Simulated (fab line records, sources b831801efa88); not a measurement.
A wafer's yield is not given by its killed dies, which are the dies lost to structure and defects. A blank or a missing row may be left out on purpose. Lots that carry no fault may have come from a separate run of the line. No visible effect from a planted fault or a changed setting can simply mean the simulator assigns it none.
Matching of chambers / flow sky130 / rie_diel-01 running SKY_VIA4_ETCH_12: 4 sister chambers
The step etches SiO2 in C4F8/O2/Ar, stops on TiN, target depth 580 nm. 14 wafers are shown with their chamber, then 7 later ones without.

WAFERS WITH THEIR CHAMBER
wafer=L584.1; chamber=2; oes_product_au (a.u.)=0.927
wafer=L584.3; chamber=3; oes_product_au (a.u.)=0.932
wafer=L584.6; chamber=1; oes_product_au (a.u.)=0.923
wafer=L586.2; chamber=0; oes_product_au (a.u.)=0.927
wafer=L586.3; chamber=1; oes_product_au (a.u.)=0.926
wafer=L586.4; chamber=3; oes_product_au (a.u.)=0.921
wafer=L589.2; chamber=1; oes_product_au (a.u.)=0.929
wafer=L589.3; chamber=3; oes_product_au (a.u.)=0.926
wafer=L589.4; chamber=2; oes_product_au (a.u.)=0.922
wafer=L591.3; chamber=0; oes_product_au (a.u.)=0.920
wafer=L591.4; chamber=3; oes_product_au (a.u.)=0.922
wafer=L591.5; chamber=3; oes_product_au (a.u.)=0.918
wafer=L593.3; chamber=3; oes_product_au (a.u.)=0.929
wafer=L593.5; chamber=3; oes_product_au (a.u.)=0.921

SIGNATURES (means of the wafers above)
reading=oes_product_au; chamber 0=0.92350; chamber 1=0.92600; chamber 2=0.92450; chamber 3=0.92414; scatter within a chamber=0.00454
Rule: a wafer lies at a distance from a chamber equal to the root of the sum of squares, over the readings, of (its reading less the chamber's mean, divided by the reading's scatter). The wafer belongs to the nearest chamber; if the next one is less than 2 further off, it can't be placed. The scatter: the root of (the sum of the squares of (reading less its chamber's mean) over the shown wafers, divided by (wafers less chambers)).

WAFERS MISSING THEIR CHAMBER
wafer=L593.6; oes_product_au (a.u.)=0.912
wafer=L595.1; oes_product_au (a.u.)=0.926
wafer=L595.2; oes_product_au (a.u.)=0.933
wafer=L595.4; oes_product_au (a.u.)=0.923
wafer=L596.2; oes_product_au (a.u.)=0.933
wafer=L596.3; oes_product_au (a.u.)=0.928
wafer=L596.4; oes_product_au (a.u.)=0.929

EACH ONE'S CHAMBER
wafer=L593.6; from the rows above=can't be placed: 0 or 3 or 2 or 1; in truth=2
wafer=L595.1; from the rows above=can't be placed: 1 or 2 or 3 or 0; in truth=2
wafer=L595.2; from the rows above=can't be placed: 1 or 2 or 3 or 0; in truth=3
wafer=L595.4; from the rows above=can't be placed: 0 or 3 or 2 or 1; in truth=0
wafer=L596.2; from the rows above=can't be placed: 1 or 2 or 3 or 0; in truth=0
wafer=L596.3; from the rows above=can't be placed: 1 or 2 or 3 or 0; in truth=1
wafer=L596.4; from the rows above=can't be placed: 1 or 2 or 3 or 0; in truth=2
Correctly placed: 0 of 7. Not placeable from these rows: 7 (in 7, the candidates include the true chamber). Number placed wrongly: 0.
